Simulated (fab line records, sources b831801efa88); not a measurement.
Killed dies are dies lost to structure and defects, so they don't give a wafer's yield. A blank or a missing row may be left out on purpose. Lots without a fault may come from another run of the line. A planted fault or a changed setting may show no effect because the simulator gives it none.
Which tool did it? | flow gf180mcu | 13 lots, 39 wafers sampled, at 2 steps of a route of 602

WHAT THE GAUGES READ, wafer by wafer
GF_V3_THK_MEAS_25: measures by xrf.
lot  | measured     | on            | V3_W_THK (nm)
L811 | day 22 20:55 | film_metro-03 | 349 347 345
L812 | day 23 00:48 | film_metro-01 | 353 350 355
L813 | day 23 16:36 | film_metro-03 | 351 351 351
L814 | day 23 19:51 | film_metro-03 | 353 350 350
L815 | day 24 00:01 | film_metro-01 | 345 349 348
L816 | day 24 18:43 | film_metro-03 | 350 349 349
L819 | day 25 17:46 | film_metro-03 | 350 349 350
L821 | day 25 23:39 | film_metro-01 | 340 342 343
L822 | day 26 02:14 | film_metro-01 | 351 350 353
L825 | day 27 13:05 | film_metro-04 | 348 345 348
L826 | day 27 19:55 | film_metro-01 | 348 344 341
L831 | day 29 06:22 | film_metro-03 | 358 353 347
L834 | day 30 01:27 | film_metro-03 | 347 350 345

WHICH TOOL RAN EACH LOT (tool, then ch and the chambers of the sampled wafers, then the start)
lot  | GF_V3_SPUTTER_21
L811 | pvd_sputter-03, day 22 20:34
L812 | pvd_sputter-03, day 23 00:28
L813 | pvd_sputter-04, day 23 16:16
L814 | pvd_sputter-04, day 23 19:31
L815 | pvd_sputter-03, day 23 23:41
L816 | pvd_sputter-04, day 24 18:23
L819 | pvd_sputter-02, day 25 17:25
L821 | pvd_sputter-02, day 25 23:19
L822 | pvd_sputter-03, day 26 01:53
L825 | pvd_sputter-04, day 27 12:44
L826 | pvd_sputter-02, day 27 19:35
L831 | pvd_sputter-03, day 29 06:02
L834 | pvd_sputter-04, day 30 01:07
- GF_V3_SPUTTER_21: material Ti, target thk 15 nm, time 80.02 s.

WHAT THE TOOLS THEMSELVES READ (means of the sampled wafers that have a number; where no wafer has one, the mark that the record gives instead)
GF_V3_SPUTTER_21.
lot  | tool           | throttle_valve_pct (%)
L811 | pvd_sputter-03 | 30.6
L812 | pvd_sputter-03 | 29.5
L813 | pvd_sputter-04 | 30.5
L814 | pvd_sputter-04 | 30.6
L815 | pvd_sputter-03 | 29.1
L816 | pvd_sputter-04 | 30.0
L819 | pvd_sputter-02 | 30.1
L821 | pvd_sputter-02 | 30.0
L822 | pvd_sputter-03 | 30.8
L825 | pvd_sputter-04 | 31.2
L826 | pvd_sputter-02 | 29.5
L831 | pvd_sputter-03 | 30.6
L834 | pvd_sputter-04 | 31.1

THE ANSWER, worked out from the rows above alone
Rule: what is usual is taken from the lots themselves. Put in order of their means at a reading, lots are off if they are a third of the lots or fewer, leave a main group of 4 or more, and stand apart from it by a gap of 3 or more times the standard deviation of the main group's means; of several such gaps the widest counts. A main group whose means are all the same, to the digits that the tables above print for the reading, isn't used. A lot without any number at a reading at which 4 lots or more have one is off too. The other lots that the step has rows for count as sound. The gauges are gone through in route order, then the tools' own readings, and for those a lot's mean is taken as printed above. The first step at which some lot is off is used, and at that step the reading that is off furthest; a lot without a number counts as furthest.
No lot is off at any reading shown: from this, nothing can be told.

WHAT THE SIMULATOR HAD PUT IN
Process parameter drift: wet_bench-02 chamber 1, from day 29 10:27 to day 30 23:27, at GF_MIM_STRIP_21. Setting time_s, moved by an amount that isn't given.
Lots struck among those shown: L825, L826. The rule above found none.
